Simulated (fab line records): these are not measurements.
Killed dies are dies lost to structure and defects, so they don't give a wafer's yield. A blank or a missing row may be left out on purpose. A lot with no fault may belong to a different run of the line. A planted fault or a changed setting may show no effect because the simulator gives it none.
What tool caused it? :: flow sfq-line :: at 1 step of a route of 325, 14 lots with 42 wafers sampled

WHAT EACH GAUGE READ, for each wafer
The record lacks any reading of a measuring or inspecting step that a usual standard deviation could be used to judge.

EACH LOT AND THE TOOL THAT RAN IT (in order: tool; ch and the chambers of the sampled wafers; start)
lot: L301
SFQ_TRILAYER_I5_LITHO_DEVELOP_146: litho-track-03 ch 0, day 62 07:48

lot: L304
SFQ_TRILAYER_I5_LITHO_DEVELOP_146: litho-track-01 ch 0, day 62 17:27

lot: L306
SFQ_TRILAYER_I5_LITHO_DEVELOP_146: litho-track-04 ch 0, day 63 07:57

lot: L307
SFQ_TRILAYER_I5_LITHO_DEVELOP_146: litho-track-04 ch 0, day 63 16:27

lot: L308
SFQ_TRILAYER_I5_LITHO_DEVELOP_146: litho-track-01 ch 0, day 64 04:47

lot: L311
SFQ_TRILAYER_I5_LITHO_DEVELOP_146: litho-track-04 ch 0, day 66 04:13

lot: L313
SFQ_TRILAYER_I5_LITHO_DEVELOP_146: litho-track-04 ch 0, day 66 11:32

lot: L315
SFQ_TRILAYER_I5_LITHO_DEVELOP_146: litho-track-04, day 66 17:38

lot: L316
SFQ_TRILAYER_I5_LITHO_DEVELOP_146: litho-track-01, day 66 23:23

lot: L317
SFQ_TRILAYER_I5_LITHO_DEVELOP_146: litho-track-04 ch 0, day 67 03:37

lot: L318
SFQ_TRILAYER_I5_LITHO_DEVELOP_146: litho-track-01 ch 0, day 67 08:22

lot: L322
SFQ_TRILAYER_I5_LITHO_DEVELOP_146: litho-track-03 ch 0, day 68 23:53

lot: L323
SFQ_TRILAYER_I5_LITHO_DEVELOP_146: litho-track-04 ch 0, day 69 02:16

lot: L324
SFQ_TRILAYER_I5_LITHO_DEVELOP_146: litho-track-04 ch 0, day 69 09:05
- SFQ_TRILAYER_I5_LITHO_DEVELOP_146: time 60 s.

WHAT THE TOOLS THEMSELVES READ (means of the sampled wafers that have a number; where no wafer has one, the mark that the record gives instead)
SFQ_TRILAYER_I5_LITHO_DEVELOP_146. Usual: chill-plate-temp-C 22.99 C, standard deviation 0.1; exhaust-pa 45.1 Pa, standard deviation 0.81.
lot: L301
tool: litho-track-03
chill-plate-temp-C (C): 23.02
exhaust-pa (Pa): 44.9
flag: 

lot: L304
tool: litho-track-01
chill-plate-temp-C (C): 22.94
exhaust-pa (Pa): 45.9
flag: 

lot: L306
tool: litho-track-04
chill-plate-temp-C (C): 22.87
exhaust-pa (Pa): 44.2
flag: 

lot: L307
tool: litho-track-04
chill-plate-temp-C (C): 22.84
exhaust-pa (Pa): 44.9
flag: 

lot: L308
tool: litho-track-01
chill-plate-temp-C (C): 23.08
exhaust-pa (Pa): 45.6
flag: 

lot: L311
tool: litho-track-04
chill-plate-temp-C (C): 22.96
exhaust-pa (Pa): 45.4
flag: 

lot: L313
tool: litho-track-04
chill-plate-temp-C (C): 22.93
exhaust-pa (Pa): 44.5
flag: 

lot: L315
tool: litho-track-04
chill-plate-temp-C (C): -
exhaust-pa (Pa): -
flag: OFF

lot: L316
tool: litho-track-01
chill-plate-temp-C (C): -
exhaust-pa (Pa): -
flag: OFF

lot: L317
tool: litho-track-04
chill-plate-temp-C (C): 23.10
exhaust-pa (Pa): 45.3
flag: 

lot: L318
tool: litho-track-01
chill-plate-temp-C (C): 22.97
exhaust-pa (Pa): 44.9
flag: 

lot: L322
tool: litho-track-03
chill-plate-temp-C (C): 22.88
exhaust-pa (Pa): 43.6
flag: 

lot: L323
tool: litho-track-04
chill-plate-temp-C (C): 23.01
exhaust-pa (Pa): 44.0
flag: 

lot: L324
tool: litho-track-04
chill-plate-temp-C (C): 23.02
exhaust-pa (Pa): 45.2
flag: 

THE ANSWER, worked out from the rows above alone
Rule: take the mean of a lot's wafers that have a number; if it is more than 3 standard deviations from the usual mean, the lot is off. Also off: a lot with no number at a reading for which 4 or more lots have one. Where the step has rows for the other lots, those lots are counted as sound. The gauges are gone through in route order, then the tools' own readings, and for those a lot's mean is taken as printed above. The first step at which some lot is off is used, and at that step the reading that is off furthest; a lot without a number counts as furthest.
Off: L315, L316, at SFQ_TRILAYER_I5_LITHO_DEVELOP_146 (chill-plate-temp-C). Without a number there: L315, L316.
A tool fits if, at that step or a process step before it, it ran every lot that is off, and no sound lot after the first of them. No candidate that was tried fits.

WHAT HAD BEEN PUT IN BY THE SIMULATOR
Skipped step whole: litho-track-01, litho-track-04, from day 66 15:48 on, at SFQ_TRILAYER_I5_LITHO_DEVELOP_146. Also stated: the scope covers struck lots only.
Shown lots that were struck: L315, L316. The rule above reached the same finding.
